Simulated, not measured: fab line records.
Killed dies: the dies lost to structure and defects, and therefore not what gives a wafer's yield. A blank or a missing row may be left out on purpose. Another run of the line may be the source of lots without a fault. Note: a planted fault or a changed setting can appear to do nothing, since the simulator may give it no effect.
Which tool did it? ; flow sky130 ; Sampling: 6 lots, 18 wafers, 4 of 708 route steps

WHAT THE GAUGES SHOWED, per wafer
SKY_VT_ADJUST_PCH_TW_MEAS_10.
lot;measured;on;VT_ADJUST_PCH_TW
L262;day 10 21:16;film-metro-03;142.1 142.7 141.7
L264;day 11 19:16;film-metro-04;141.4 142.1 141.4
L271;day 13 23:44;film-metro-03;150.3 152.0 150.2
L276;day 15 09:13;film-metro-01;143.4 142.6 144.3
L279;day 16 13:28;film-metro-04;142.8 141.6 142.0
L283;day 17 17:07;film-metro-04;143.5 142.7 142.9

TOOL THAT RAN EACH LOT (tool first, then ch and the chambers of the sampled wafers, then the start)
lot;SKY_NWELL_STRIP_14;SKY_VT_ADJUST_LVTN_STRIP_20;SKY_VT_ADJUST_PCH_IMPLANT_08
L262;plasma-asher-03 ch 0,1, day 4 22:12;plasma-asher-02 ch 0,1, day 8 04:00;implanter-04 ch 0, day 10 21:03
L264;plasma-asher-02 ch 0,1, day 5 15:16;plasma-asher-04 ch 0,1, day 8 22:07;implanter-02 ch 0, day 11 19:01
L271;plasma-asher-02 ch 0,1, day 7 08:12;plasma-asher-02 ch 0,1, day 10 23:02;implanter-04 ch 0, day 13 23:31
L276;plasma-asher-04 ch 0,1, day 8 09:16;plasma-asher-02 ch 0,1, day 12 04:21;implanter-02 ch 0, day 15 08:59
L279;plasma-asher-02 ch 0,1, day 9 06:40;plasma-asher-01 ch 0,1, day 13 05:25;implanter-01 ch 0, day 16 13:14
L283;plasma-asher-04 ch 0,1, day 10 04:58;plasma-asher-04 ch 0,1, day 14 05:45;implanter-01 ch 0, day 17 16:52
- SKY_NWELL_STRIP_14: strips in O2/N2.
- SKY_VT_ADJUST_LVTN_STRIP_20: strips in O2/N2.
- SKY_VT_ADJUST_PCH_IMPLANT_08

THE ANSWER, worked out from the rows above alone
Rule: usual is defined by the lots themselves. The widest of any qualifying gaps counts: lots, ordered by their means at a reading, are off when they make up no more than a third of the lots, leave a main group of 4 or more, and stand apart from it by 3 or more times the standard deviation of that group's means. Not used: any main group whose means are identical at the precision the tables above print for the reading. A lot without any number at a reading at which 4 lots or more have one is off too. Where the step has rows for the other lots, those lots are counted as sound.
Off: L271, at SKY_VT_ADJUST_PCH_TW_MEAS_10 (VT_ADJUST_PCH_TW). The main group has a mean of 142.5 with a standard deviation of 0.66.
If a tool, at a process step before that reading, ran all the lots that are off and no sound lot after the first of them, it fits. Those tools and the gauges at SKY_VT_ADJUST_PCH_TW_MEAS_10 are tried in the same way. 2 tools fit, implanter-04 at SKY_VT_ADJUST_PCH_IMPLANT_08 and film-metro-03 at SKY_VT_ADJUST_PCH_TW_MEAS_10, so this cannot tell which one it is.

WHAT HAD BEEN PUT IN BY THE SIMULATOR
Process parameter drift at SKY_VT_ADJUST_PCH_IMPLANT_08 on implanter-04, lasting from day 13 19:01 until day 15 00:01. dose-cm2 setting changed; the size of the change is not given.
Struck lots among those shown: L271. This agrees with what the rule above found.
